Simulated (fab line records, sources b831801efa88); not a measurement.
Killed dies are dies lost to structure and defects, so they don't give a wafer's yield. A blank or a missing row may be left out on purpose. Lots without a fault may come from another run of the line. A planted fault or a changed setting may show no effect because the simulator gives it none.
Which tool did it? | flow gf180mcu | 6 lots, 18 wafers sampled, at 4 steps of a route of 602

WHAT THE GAUGES READ, wafer by wafer
GF_V2_BOW_MEAS_05.
lot  | measured     | on            | V2_BOW (um)
L113 | day 22 10:37 | film_metro-04 | 115 120 113
L120 | day 24 12:46 | film_metro-04 | 102 103 119
L122 | day 25 05:35 | film_metro-04 | 98 103 103
L125 | day 26 10:08 | film_metro-04 | 97 108 100
L127 | day 26 18:58 | film_metro-04 | 108 100 92
L129 | day 27 10:59 | film_metro-03 | 94 84 102

WHICH TOOL RAN EACH LOT (tool, then ch and the chambers of the sampled wafers, then the start)
lot  | GF_SAB_WET_ETCH_12              | GF_V2_CVD_02                    | GF_V2_CMP_04
L113 | wet_bench-04 ch 2, day 18 01:40 | pecvd-04 ch 0,1,2, day 22 10:11 | cmp-01 ch 0,1,3, day 22 10:19
L120 | wet_bench-04 ch 1, day 20 06:28 | pecvd-02 ch 0,2, day 24 12:17   | cmp-02 ch 0,1,3, day 24 12:33
L122 | wet_bench-02 ch 2, day 21 01:59 | pecvd-04 ch 0,1,2, day 25 05:10 | cmp-02 ch 0,1,3, day 25 05:17
L125 | wet_bench-02 ch 0, day 22 07:23 | pecvd-04 ch 0,1, day 26 09:41   | cmp-01 ch 0,2,3, day 26 09:49
L127 | wet_bench-02 ch 2, day 22 18:04 | pecvd-03 ch 1,2, day 26 18:32   | cmp-02 ch 2,3, day 26 18:40
L129 | wet_bench-01 ch 0, day 23 10:37 | pecvd-04 ch 0,2, day 27 10:31   | cmp-01 ch 0,1, day 27 10:41
- GF_SAB_WET_ETCH_12: etches SiO2 in dHF, target depth 22 nm, time 440 s.
- GF_V2_CVD_02: deposits SiO2 from TEOS, target thk 850 nm, time 94.851 s.
- GF_V2_CMP_04: polishes SiO2.

THE ANSWER, worked out from the rows above alone
Rule: what is usual is taken from the lots themselves. Put in order of their means at a reading, lots are off if they are a third of the lots or fewer, leave a main group of 4 or more, and stand apart from it by a gap of 3 or more times the standard deviation of the main group's means; of several such gaps the widest counts. A main group whose means are all the same, to the digits that the tables above print for the reading, isn't used. A lot without any number at a reading at which 4 lots or more have one is off too. The other lots that the step has rows for count as sound.
No lot is off at any reading shown: from this, nothing can be told.

WHAT THE SIMULATOR HAD PUT IN
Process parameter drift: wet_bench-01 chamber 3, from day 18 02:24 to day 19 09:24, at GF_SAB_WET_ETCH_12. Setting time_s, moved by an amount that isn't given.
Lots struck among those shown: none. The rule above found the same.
